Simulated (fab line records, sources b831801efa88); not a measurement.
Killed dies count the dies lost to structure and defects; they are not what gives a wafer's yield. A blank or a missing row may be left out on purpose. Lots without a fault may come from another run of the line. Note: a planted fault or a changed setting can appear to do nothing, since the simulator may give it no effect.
Split-lot experiment + flow gf180mcu + on a route of 602 steps: 5 lots, 23 wafers read

== THE SPLIT ==
At GF_PASSIVATION_ETCH_11 (etches the open film in CF4/O2, stops on TiN, target depth 1800 nm, time 400 s), the setting bias w was moved away from the recipe's 150 W on 5 of the 23 wafers read, by -9.5% to +10.6%. For the rest of the wafers, this setting stayed at what the recipe calls for.

The reading comes from the split's own step.

== THE READING ==
coat_of_PASSIVATION_COAT_06.thk nm (the simulator's own value, which no gauge read), in nm, at GF_PASSIVATION_ETCH_11 (etches the open film in CF4/O2, stops on TiN, target depth 1800 nm, time 400 s). There is no usual value for it anywhere in the file. Here, 18 wafers ran the recipe; their average is 2808 nm with a standard deviation of 17 nm.

| wafer  | tool, chamber at the split | bias w as run, W | against the recipe | coat_of_PASSIVATION_COAT_06.thk nm, nm | against lot-mates on the recipe |
|--------|----------------------------|------------------|--------------------|----------------------------------------|---------------------------------|
| L074.1 | rie diel-02, 0             | 150              | recipe             | 2819                                   | -                               |
| L074.2 | rie diel-02, 2,1           | 150              | recipe             | 2814                                   | -                               |
| L074.5 | rie diel-02, 2,1           | 150              | recipe             | 2814                                   | -                               |
| L074.3 | rie diel-02, 3             | 150              | recipe             | 2801                                   | -                               |
| L074.4 | rie diel-02, 1             | 150              | recipe             | 2816                                   | -                               |
| L076.1 | rie diel-03, 3             | 150              | recipe             | 2818                                   | -                               |
| L076.3 | rie diel-03, 1             | 150              | recipe             | 2822                                   | -                               |
| L076.4 | rie diel-03, 2             | 150              | recipe             | 2833                                   | -                               |
| L076.5 | rie diel-03, 2             | 150              | recipe             | 2841                                   | -                               |
| L076.6 | rie diel-03, 1             | 150              | recipe             | 2823                                   | -                               |
| L079.1 | rie diel-01, 0             | 150              | recipe             | 2796                                   | -                               |
| L079.4 | rie diel-01, 1             | 150              | recipe             | 2817                                   | -                               |
| L079.5 | rie diel-01, 2             | 150              | recipe             | 2787                                   | -                               |
| L080.1 | rie diel-01, 2             | 150              | recipe             | 2786                                   | -                               |
| L080.2 | rie diel-01, 1             | 135.8            | -9.5%              | 2853                                   | +66                             |
| L080.3 | rie diel-01, 0             | 135.8            | -9.5%              | 2848                                   | +61                             |
| L080.5 | rie diel-01, 2             | 150              | recipe             | 2777                                   | -                               |
| L080.6 | rie diel-01, 0             | 150              | recipe             | 2797                                   | -                               |
| L083.2 | rie diel-01, 3             | 150              | recipe             | 2795                                   | -                               |
| L083.3 | rie diel-01, 0             | 165.9            | +10.6%             | 2769                                   | -26                             |
| L083.4 | rie diel-01, 2             | 150              | recipe             | 2794                                   | -                               |
| L083.5 | rie diel-01, 3             | 165.9            | +10.6%             | 2741                                   | -54                             |
| L083.6 | rie diel-01, 2             | 165.9            | +10.6%             | 2755                                   | -40                             |
Rows listing several chambers each stand for several wafers; the file does not say which wafer went through which chamber.

THE FIT
A straight line over all 23 wafers: coat_of_PASSIVATION_COAT_06.thk nm changes by -4.82 nm for each +1% of bias w; r = -0.82; the points scatter about the line by 16 nm.
The same after taking each lot's own level away (the mean of its wafers on the recipe; 23 wafers): -4.85 nm for each +1%; r = -0.91; scatter 11 nm.
Per that fit: largest bias w move, reading shift of 51 nm.
From 2786.7 to 2827.4 nm: that is the span of the lots' own levels, equal to 2.4 times the standard deviation above.
The two slopes are in agreement: the lot-to-lot level therefore moves the slope only a little.
Check: for one of the wafers moved furthest among these (+10.6%), held out of the fit, the line's prediction against its lot-mates is -55.6 nm. It came out at -25.5 nm against them.

== THESE WAFERS: OTHER SPLITS ==
Other splits were also applied to these wafers ahead of the reading. Each is held against what the fit with the lots' levels taken away leaves over:
| other split on the same wafers    | wafers away from the commonest value | r with coat_of_PASSIVATION_COAT_06.thk nm (lot level and that fit taken away) |
|-----------------------------------|--------------------------------------|-------------------------------------------------------------------------------|
| GF_V5_CMP_04 leave above ref nm   | 6                                    | -0.01                                                                         |
| GF_V5_DEVELOP_13 dev temp c       | 7                                    | -0.03                                                                         |
| GF_TOP_METAL_SPUTTER_02 power w   | 11                                   | -0.08                                                                         |
| GF_TOP_METAL_METAL_ETCH_16 time s | 5                                    | -0.16                                                                         |

== THE WHOLE CHAIN: every reading that the file lists as answering this split, in the file's order ==
| step                    | what it does                                                                   | reading                                                                             | change (the file's fit)              | r (the file's) |
|-------------------------|--------------------------------------------------------------------------------|-------------------------------------------------------------------------------------|--------------------------------------|----------------|
| GF_PASSIVATION_ETCH_11  | etches the open film in CF4/O2, stops on TiN, target depth 1800 nm, time 400 s | coat_of_PASSIVATION_COAT_06.thk nm (the simulator's own value, which no gauge read) | -5.09 nm for each +1% of the setting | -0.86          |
| GF_PASSIVATION_STRIP_12 | strips in O2/N2                                                                | strip time to endpoint s                                                            | withheld for each +1% of the setting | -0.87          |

== THE FILE'S OWN FIT ==
coat_of_PASSIVATION_COAT_06.thk nm changes by -5.09 nm for each +1% of bias w, r = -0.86.
